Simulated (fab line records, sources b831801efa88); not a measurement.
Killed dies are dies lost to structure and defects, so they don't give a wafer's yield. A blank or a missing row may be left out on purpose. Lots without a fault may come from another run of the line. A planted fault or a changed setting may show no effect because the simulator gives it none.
A struck lot beside a sound one | flow sky130 | 14 steps out of a route of 708
Sound: wafers L190.2, L190.3, L190.5. Struck: wafers L202.1, L202.3, L202.4. The cause comes at the end.
At each step with rows: each side's tool, then ch and its chambers, then its first start. Under that, the readings that differ: sound wafers | struck wafers | difference of the means | sigmas: that difference in standard deviations of wafers without a fault.
alike: readings whose means differ by less than 2 such deviations, and words and numbers that are the same on both sides. not compared: withheld readings, readings that some wafer has no value for, bounds like >300 that may hide the same value, and numbers for which the record gives no deviation and whose values overlap.
The two part at a step that has a row with sigmas, a row that says differs or no value, or rows on one side only. Numbers that don't overlap but have no deviation are shown without sigmas and don't part them. A reading that every wafer of one side lacks parts them only if that side has two wafers or more.

SKY_METAL2_SPUTTER_00: material Ti, target thk 15 nm, time 10 s.
  sound on pvd_sputter-04, day 36 11:14; struck on pvd_sputter-01, day 40 04:29
  alike: throttle_valve_pct
SKY_METAL2_SPUTTER_01: material TiN, target thk 20 nm, time 16.7 s.
  sound on pvd_sputter-04, day 36 11:15; struck on pvd_sputter-01, day 40 04:30
  alike: throttle_valve_pct
SKY_METAL2_SPUTTER_02: material AlCu, target thk 250 nm, time 13.3 s.
  sound on pvd_sputter-04, day 36 11:16; struck on pvd_sputter-01, day 40 04:31
  alike: throttle_valve_pct
SKY_METAL2_SPUTTER_03: material Ti, target thk 5 nm, time 3.3 s.
  sound on pvd_sputter-04, day 36 11:18; struck on pvd_sputter-01, day 40 04:33
  alike: throttle_valve_pct
SKY_METAL2_SPUTTER_04: material TiN, target thk 70 nm, time 58.3 s.
  sound on pvd_sputter-04, day 36 11:19; struck on pvd_sputter-01, day 40 04:34
  alike: throttle_valve_pct
SKY_METAL2_RS_MEAS_05: measures by four-point-probe.
  sound on film_metro-03, day 36 11:23; struck on film_metro-02, day 40 04:37
  alike: METAL2_ALCU_RS
SKY_METAL2_THK_MEAS_06: measures by xrf.
  sound on film_metro-03, day 36 11:30; struck on film_metro-02, day 40 04:44
  alike: METAL2_ALCU_THK
then, 5 steps without rows for these wafers: SKY_METAL2_DEHYDRATE_07 (time 60 s); SKY_METAL2_HMDS_08 (prime time 60 s); SKY_METAL2_COAT_09 (resist thk 60 nm); SKY_METAL2_COAT_10 (resist thk 450 nm); SKY_METAL2_SOFTBAKE_11 (time 90 s).
SKY_METAL2_EXPOSE_12: exposes mask MM2, target cd 140 nm.
  sound on krf_scanner-01 ch 0, day 36 23:58; struck on krf_scanner-01, day 40 17:50
  no value came back on the struck wafers for exposure_dose_mJ_cm2, focus_offset_nm (nm); on the sound wafers exposure_dose_mJ_cm2 reads 28.028 27.968 28.021
  alike: mask
then, 1 step without rows for these wafers: SKY_METAL2_PEB_13.

WHERE THEY PART
Only at SKY_METAL2_EXPOSE_12, within this record.

WHY: what the simulator had put in
Skipped step whole: krf_scanner-01, from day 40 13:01 on, at SKY_METAL2_EXPOSE_12. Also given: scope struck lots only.
